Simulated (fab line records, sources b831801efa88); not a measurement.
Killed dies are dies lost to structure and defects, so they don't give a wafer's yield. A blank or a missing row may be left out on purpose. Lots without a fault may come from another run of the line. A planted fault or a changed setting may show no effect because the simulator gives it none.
Which tool did it? | flow gf180mcu | 11 lots, 33 wafers sampled, at 6 steps of a route of 602

WHAT THE GAUGES READ, wafer by wafer
GF_CONTACT_THK_MEAS_26: measures by xrf.
lot  | measured     | on            | CONTACT_W_THK (nm)
L745 | day 15 23:44 | film_metro-02 | 293 302 307
L746 | day 16 17:39 | film_metro-04 | 292 302 297
L751 | day 18 09:17 | film_metro-04 | 289 287 297
L753 | day 19 04:20 | film_metro-02 | 303 303 304
L754 | day 19 13:30 | film_metro-01 | 296 296 297
L755 | day 19 21:53 | film_metro-04 | 298 287 288
L756 | day 20 09:54 | film_metro-01 | 290 299 294
L758 | day 21 05:55 | film_metro-01 | 287 298 300
L765 | day 23 10:26 | film_metro-02 | 296 304 296
L767 | day 24 04:13 | film_metro-02 | 298 297 300
L768 | day 24 10:56 | film_metro-04 | 297 305 306

GF_M1_RS_MEAS_05: measures by four-point-probe.
lot  | measured     | on            | M1_ALCU_RS (ohm/sq)
L745 | day 16 00:31 | film_metro-01 | 0.0696 0.0696 0.0695
L746 | day 16 18:16 | film_metro-03 | 0.0693 0.0697 0.0688
L751 | day 18 09:53 | film_metro-04 | 0.0702 0.0707 0.0709
L753 | day 19 04:56 | film_metro-03 | 0.0696 0.0696 0.0692
L754 | day 19 14:05 | film_metro-01 | 0.0702 0.0702 0.0704
L755 | day 19 22:28 | film_metro-03 | 0.0703 0.0697 0.0897
L756 | day 20 10:30 | film_metro-03 | 0.0698 0.0691 0.0691
L758 | day 21 06:29 | film_metro-04 | 0.0905 0.0703 0.0704
L765 | day 23 11:22 | film_metro-04 | 0.0692 0.0690 0.0691
L767 | day 24 04:49 | film_metro-01 | 0.0699 0.0694 0.0695
L768 | day 24 14:36 | film_metro-03 | 0.0702 0.0705 0.0704

GF_M1_THK_MEAS_06: measures by xrf.
lot  | measured     | on            | M1_ALCU_THK (nm)
L745 | day 16 00:37 | film_metro-01 | 439 439 441
L746 | day 16 18:21 | film_metro-03 | 441 440 445
L751 | day 18 09:59 | film_metro-04 | 434 432 430
L753 | day 19 05:02 | film_metro-03 | 441 440 444
L754 | day 19 14:12 | film_metro-01 | 435 435 433
L755 | day 19 22:35 | film_metro-03 | 437 441 343
L756 | day 20 10:36 | film_metro-03 | 437 443 443
L758 | day 21 06:37 | film_metro-04 | 343 435 435
L765 | day 23 11:29 | film_metro-04 | 442 446 445
L767 | day 24 04:55 | film_metro-01 | 434 441 439
L768 | day 24 14:43 | film_metro-03 | 436 436 436

GF_M1_CD_MEAS_14: target cd 230 nm.
lot  | measured     | on        | cd_nm (nm)
L745 | day 16 22:41 | cd_sem-02 | 231.8 229.8 230.4
L746 | day 17 17:22 | cd_sem-01 | 228.5 229.1 229.2
L751 | day 19 10:10 | cd_sem-02 | 229.2 227.7 229.4
L753 | day 20 04:29 | cd_sem-02 | 230.3 229.5 230.2
L754 | day 20 13:58 | cd_sem-02 | 229.7 230.1 230.6
L755 | day 20 22:07 | cd_sem-02 | 230.3 230.5 229.4
L756 | day 21 10:02 | cd_sem-01 | 228.0 230.1 227.8
L758 | day 22 06:11 | cd_sem-01 | 229.6 228.5 228.5
L765 | day 24 09:55 | cd_sem-01 | 230.3 230.5 231.3
L767 | day 25 02:23 | cd_sem-01 | 228.1 227.7 228.5
L768 | day 25 12:16 | cd_sem-01 | 231.3 231.6 230.7

WHICH TOOL RAN EACH LOT (tool, then ch and the chambers of the sampled wafers, then the start)
lot  | GF_CONTACT_CMP_27             | GF_M1_SPUTTER_02
L745 | cmp-02 ch 0,2, day 16 00:00   | pvd_sputter-04, day 16 00:23
L746 | cmp-01 ch 0,2,3, day 16 17:47 | pvd_sputter-02, day 16 18:07
L751 | cmp-01 ch 1,2,3, day 18 09:20 | pvd_sputter-02, day 18 09:46
L753 | cmp-01 ch 1,2, day 19 04:23   | pvd_sputter-02, day 19 04:49
L754 | cmp-02 ch 0,1, day 19 13:34   | pvd_sputter-02, day 19 13:59
L755 | cmp-01 ch 0,1,3, day 19 21:59 | pvd_sputter-02, day 19 22:22
L756 | cmp-02 ch 0,1,3, day 20 09:56 | pvd_sputter-04, day 20 10:22
L758 | cmp-02 ch 0,2, day 21 06:01   | pvd_sputter-02, day 21 06:24
L765 | cmp-01 ch 0,2, day 23 10:51   | pvd_sputter-01, day 23 11:17
L767 | cmp-02 ch 0,1,3, day 24 04:16 | pvd_sputter-02, day 24 04:42
L768 | cmp-02 ch 0,1, day 24 10:59   | pvd_sputter-04, day 24 14:29
- GF_CONTACT_CMP_27: polishes, stops on SiO2, t overpolish 15 s, target thk 0 nm.
- GF_M1_SPUTTER_02: material AlCu, target thk 450 nm, time 23.9 s.

WHAT THE TOOLS THEMSELVES READ (means of the sampled wafers that have a number; where no wafer has one, the mark that the record gives instead)
GF_CONTACT_CMP_27.
lot  | tool   | motor_current_A (A) | overpolish_run_s (s) | time_to_endpoint_s (s)
L745 | cmp-02 | 12.7                | 14.989               | 70.6
L746 | cmp-01 | 10.6                | 14.992               | 70.2
L751 | cmp-01 | 9.6                 | 15.006               | 70.7
L753 | cmp-01 | 9.1                 | 15.004               | 71.6
L754 | cmp-02 | 11.7                | 15.006               | 75.0
L755 | cmp-01 | 11.0                | 14.989               | 72.9
L756 | cmp-02 | 10.8                | 15.009               | 70.2
L758 | cmp-02 | 12.2                | 15.005               | 70.9
L765 | cmp-01 | 11.5                | 14.990               | 74.5
L767 | cmp-02 | 11.0                | 15.008               | 73.5
L768 | cmp-02 | 11.6                | 15.002               | 73.6

GF_M1_SPUTTER_02.
lot  | tool           | throttle_valve_pct (%)
L745 | pvd_sputter-04 | 30.7
L746 | pvd_sputter-02 | 30.2
L751 | pvd_sputter-02 | 30.3
L753 | pvd_sputter-02 | 29.9
L754 | pvd_sputter-02 | 29.9
L755 | pvd_sputter-02 | 30.1
L756 | pvd_sputter-04 | 30.5
L758 | pvd_sputter-02 | 29.9
L765 | pvd_sputter-01 | 29.9
L767 | pvd_sputter-02 | 29.8
L768 | pvd_sputter-04 | 30.2

THE ANSWER, worked out from the rows above alone
Rule: what is usual is taken from the lots themselves. Put in order of their means at a reading, lots are off if they are a third of the lots or fewer, leave a main group of 4 or more, and stand apart from it by a gap of 3 or more times the standard deviation of the main group's means; of several such gaps the widest counts. A main group whose means are all the same, to the digits that the tables above print for the reading, isn't used. A lot without any number at a reading at which 4 lots or more have one is off too. The other lots that the step has rows for count as sound. The gauges are gone through in route order, then the tools' own readings, and for those a lot's mean is taken as printed above. The first step at which some lot is off is used, and at that step the reading that is off furthest; a lot without a number counts as furthest.
Off: L755, L758, at GF_M1_RS_MEAS_05 (M1_ALCU_RS). The main group: mean 0.0697 ohm/sq, standard deviation 0.00051.
A tool fits if, at a process step before that reading, it ran every lot that is off, and no sound lot after the first of them. The gauges at GF_M1_RS_MEAS_05 are tried like those tools. None of those tried fits.

WHAT THE SIMULATOR HAD PUT IN
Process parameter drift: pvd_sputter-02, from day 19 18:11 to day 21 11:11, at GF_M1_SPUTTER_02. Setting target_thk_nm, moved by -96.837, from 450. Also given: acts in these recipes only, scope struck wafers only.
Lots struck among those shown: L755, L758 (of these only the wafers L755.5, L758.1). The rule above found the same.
